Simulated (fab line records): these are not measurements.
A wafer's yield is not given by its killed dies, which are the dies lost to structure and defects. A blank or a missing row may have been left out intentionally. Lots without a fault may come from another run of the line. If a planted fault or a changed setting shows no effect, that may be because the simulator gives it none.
Comparing a struck lot with a sound one + flow sky130 + 18 out of 708 route steps
Sound: the wafers L937.1, L937.2, L937.3. Wafers L947.1, L947.4, L947.5 were the ones struck. At the end, the cause is stated.
At each step with rows: each side's tool, then ch and its chambers, then its first start. Under that, the readings that differ: sound wafers + struck wafers + difference of the means + sigmas: that difference in standard deviations of wafers without a fault.
alike: readings whose means differ by less than 2 such deviations, and words and numbers that are the same on both sides. not compared: withheld readings, readings that some wafer has no value for, bounds like >300 that may hide the same value, and numbers for which the record gives no deviation and whose values overlap.
A row with sigmas, a row that says differs or no value, or rows on one side alone: a step with any of these is where the two part. Non-overlapping numbers with no deviation appear without sigmas and do not part them. A reading that every wafer of one side lacks parts them only if that side has two wafers or more.

first, 6 steps without rows for these wafers: SKY_RES_XHIGH_COAT_02 (resist thk 1140 nm); SKY_RES_XHIGH_SOFTBAKE_03 (time 60 s); SKY_RES_XHIGH_EXPOSE_04 (exposes mask URPM, target cd 1270 nm); SKY_RES_XHIGH_PEB_05; SKY_RES_XHIGH_DEVELOP_06 (develop time 60 s); SKY_RES_XHIGH_IMPLANT_07.
SKY_RES_XHIGH_STRIP_08: strips in O2/N2.
  sound on plasmaAsher-03 ch 0,1, day 27 15:27; struck on plasmaAsher-02 ch 0,1, day 31 00:07
  alike: drypumpMotorCurrentA, oesProductAu, stripTimeToEndpointS
  not compared: rfHoursCounterH
SKY_RES_XHIGH_TW_MEAS_09:
  struck on filmMetro-02, day 31 00:13; sound on filmMetro-02, day 27 15:33
  alike: RES_XHIGH_TW
then, 4 steps without rows for these wafers: SKY_SD_N_DEHYDRATE_00 (time 60 s); SKY_SD_N_HMDS_01 (prime time 60 s); SKY_SD_N_COAT_02 (resist thk 1140 nm); SKY_SD_N_SOFTBAKE_03 (time 60 s).
SKY_SD_N_EXPOSE_04: exposes mask NSDM, target cd 380 nm.
  sound on ilineStepper-01 ch 0, day 28 05:58; struck on ilineStepper-02 ch 0, day 31 13:52
| reading | sound                | struck                        | difference | sigmas |
|---------|----------------------|-------------------------------|------------|--------|
| mask    | NSDM#0 NSDM#0 NSDM#0 | NSDM_R1#0 NSDM_R1#0 NSDM_R1#0 | differs    |        |
then, 2 steps without rows for these wafers: SKY_SD_N_PEB_05; SKY_SD_N_DEVELOP_06 (develop time 60 s).
SKY_SD_N_CD_MEAS_07 targets a cd of 380 nm.
  struck on cdSem-01, day 32 02:40; sound on cdSem-02, day 28 20:16
| reading   | sound             | struck            | difference | sigmas |
|-----------|-------------------|-------------------|------------|--------|
| cdNm (nm) | 377.1 380.1 377.7 | 330.0 332.4 330.1 | -47.5      | -20    |
SKY_SD_N_OVL_MEAS_08:
  struck on overlay-02, day 32 02:47; sound on overlay-01, day 28 20:23
| reading       | sound       | struck         | difference | sigmas |
|---------------|-------------|----------------|------------|--------|
| SD_N_OVL (nm) | 2.1 0.1 3.9 | -3.2 -1.9 -1.7 | -4.3       | -3     |
-- here the record skips 17 days between the struck wafers' starts before and after, leaving off in module SD_N and picking up in module PAD_OPEN (first step shown: number 708 of the route) --
SKY_PAD_OPEN_PROBE_99:
  only the struck wafers here have rows in the record (prober-02, day 48 18:13); the sound ones have none

## WHERE THEY PART
First at SKY_SD_N_EXPOSE_04; last, within this record, at SKY_PAD_OPEN_PROBE_99.

WHY: the cause the simulator had injected
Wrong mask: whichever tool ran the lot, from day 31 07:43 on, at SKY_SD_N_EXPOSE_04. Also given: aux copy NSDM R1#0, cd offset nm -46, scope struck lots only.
